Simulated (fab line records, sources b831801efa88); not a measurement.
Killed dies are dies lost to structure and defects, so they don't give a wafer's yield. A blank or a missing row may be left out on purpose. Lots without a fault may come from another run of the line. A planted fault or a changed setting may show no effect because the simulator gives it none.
Chamber matching | flow sky130 | SKY_VIA1_ETCH_15 on rie_diel-03: 4 sister chambers
The step etches SiO2 in C4F8/O2/Ar, stops on TiN, target depth 351 nm, time 54 s. 16 wafers are shown with their chamber, then 8 later ones without.

WAFERS WITH THEIR CHAMBER
wafer  | chamber | oes_product_au (a.u.)
L074.1 | 0       | 0.974
L074.2 | 2       | 0.973
L074.6 | 1       | 0.977
L077.3 | 2       | 0.981
L077.5 | 3       | 0.988
L077.6 | 0       | 0.983
L079.1 | 2       | 0.972
L079.4 | 1       | 0.985
L079.6 | 0       | 0.967
L080.1 | 2       | 0.972
L080.2 | 1       | 0.977
L080.5 | 1       | 0.983
L086.2 | 0       | 0.962
L086.3 | 2       | 0.967
L086.6 | 3       | 0.982
L091.1 | 2       | 0.981

SIGNATURES (means of the wafers above)
reading        | chamber 0 | chamber 1 | chamber 2 | chamber 3 | scatter within a chamber
oes_product_au | 0.97150   | 0.98050   | 0.97433   | 0.98500   | 0.00628
Rule: a wafer's distance from a chamber is the root of the sum, over the readings, of the square of ((its reading less the chamber's mean) divided by the reading's scatter). The wafer belongs to the nearest chamber; if the next one is less than 2 further off, it can't be placed. The scatter: the root of (the sum of the squares of (reading less its chamber's mean) over the shown wafers, divided by (wafers less chambers)).

WAFERS WITHOUT THEIR CHAMBER
wafer  | oes_product_au (a.u.)
L091.2 | 0.988
L091.3 | 0.990
L091.4 | 0.967
L091.5 | 0.985
L091.6 | 0.981
L097.3 | 0.987
L097.4 | 0.976
L097.5 | 0.981

WHICH CHAMBER EACH WENT THROUGH
wafer  | from the rows above               | in truth
L091.2 | can't be placed: 3 or 1 or 2      | 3
L091.3 | can't be placed: 3 or 1 or 2      | 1
L091.4 | can't be placed: 0 or 2 or 1      | 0
L091.5 | can't be placed: 3 or 1 or 2      | 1
L091.6 | can't be placed: 1 or 3 or 2 or 0 | 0
L097.3 | can't be placed: 3 or 1 or 2      | 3
L097.4 | can't be placed: 2 or 0 or 1 or 3 | 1
L097.5 | can't be placed: 1 or 3 or 2 or 0 | 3
Placed correctly: 0 of 8. Can't be placed from these rows: 8 (the true chamber is among the candidates in 8). Placed wrongly: 0.
